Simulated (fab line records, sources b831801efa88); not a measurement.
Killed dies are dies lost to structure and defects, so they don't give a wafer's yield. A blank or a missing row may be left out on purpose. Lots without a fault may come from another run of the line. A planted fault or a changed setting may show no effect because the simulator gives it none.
Problem report in the 8D (eight disciplines) form, filled by code | flow sky130 | the parts of the form that need people (team, actions taken, sign-off) are left out

1. THE PROBLEM
LDD_HVN_TW at SKY_LDD_HVN_TW_MEAS_10 reads a mean of 1567 on 6 wafers of 2 lots; wafers without a fault read 1439 with a standard deviation of 13. That is +9.8 standard deviations from the usual mean.
First seen on wafer L829.2, day 27 02:53, on film_metro-03. The record holds 36 wafers of 12 lots with a number at this step. Rule for "out", or "out of limits": more than 4 standard deviations from the usual mean. The other wafers with a number count as sound.

2. WHAT IT IS AND WHAT IT IS NOT
question                    | is                           | is not
which readings at this step | LDD_HVN_TW                   | -
which lots                  | L829, L831                   | L811, L813, L814, L815, L816, L817, L820, L821, L822, L823
which wafers of those lots  | all that have a number       | -
read on which gauges        | film_metro-03, film_metro-04 | film_metro-01
when                        | from day 27 02:53            | up to then (30 sound wafers)

3. SUSPECTS, AND WHAT RULES EACH OUT
Counting: a tool at a process step up to the reading stays a suspect if it ran every lot that is out and no sound lot after the first of them.
- the gauge at SKY_LDD_HVN_TW_MEAS_10: ruled out. The wafers that are out were read on 2 gauges (film_metro-03, film_metro-04).
- implanter-02 at SKY_LDD_HVN_IMPLANT_08: kept. It ran every lot that is out, first L829 (day 27 02:38), and no sound lot after that; its last sound lot up to then is L822 (day 24 16:12). Its own readings are out on those wafers: beam_energy_keV.
Left after counting: implanter-02 at SKY_LDD_HVN_IMPLANT_08.

4. THE CAUSE (what the simulator had put in)
Process parameter drift: implanter-02, from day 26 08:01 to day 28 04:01, at SKY_LDD_HVN_IMPLANT_08. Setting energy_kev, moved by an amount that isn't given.
Counting left only this tool.

5. THE CHAIN OF EFFECTS, in route order
Each row: a reading whose mean over the struck wafers that have a number lies more than 3 standard deviations from the usual. Only readings for which the record gives a usual standard deviation are gone through. hours: the time from each lot's start at the first step in this table that gives one to its start at this step, as a median over the lots. sigmas: the change in usual standard deviations.
hours | step                   | reading         | usual  | on struck wafers | change  | sigmas
0     | SKY_LDD_HVN_IMPLANT_08 | beam_energy_keV | 60.004 | 86.391           | +26.387 | +99 or more
0     | SKY_LDD_HVN_TW_MEAS_10 | LDD_HVN_TW      | 1439   | 1567             | +128    | +9.8
The process steps in it:
- SKY_LDD_HVN_IMPLANT_08

6. WHAT WOULD HAVE CAUGHT IT SOONER
In this record the first reading out of limits at a measuring or inspecting step was taken at day 27 02:53, 19 hours after the fault began at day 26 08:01.
The tool's own readings at SKY_LDD_HVN_IMPLANT_08 were out on every struck wafer that the step has a row for (beam_energy_keV): an alarm limit on them would have fired on the first of those.
Of the lots that are out (2), L831 began SKY_LDD_HVN_IMPLANT_08 on implanter-02 after day 27 02:53. A hold on the tool at that time would have spared it.
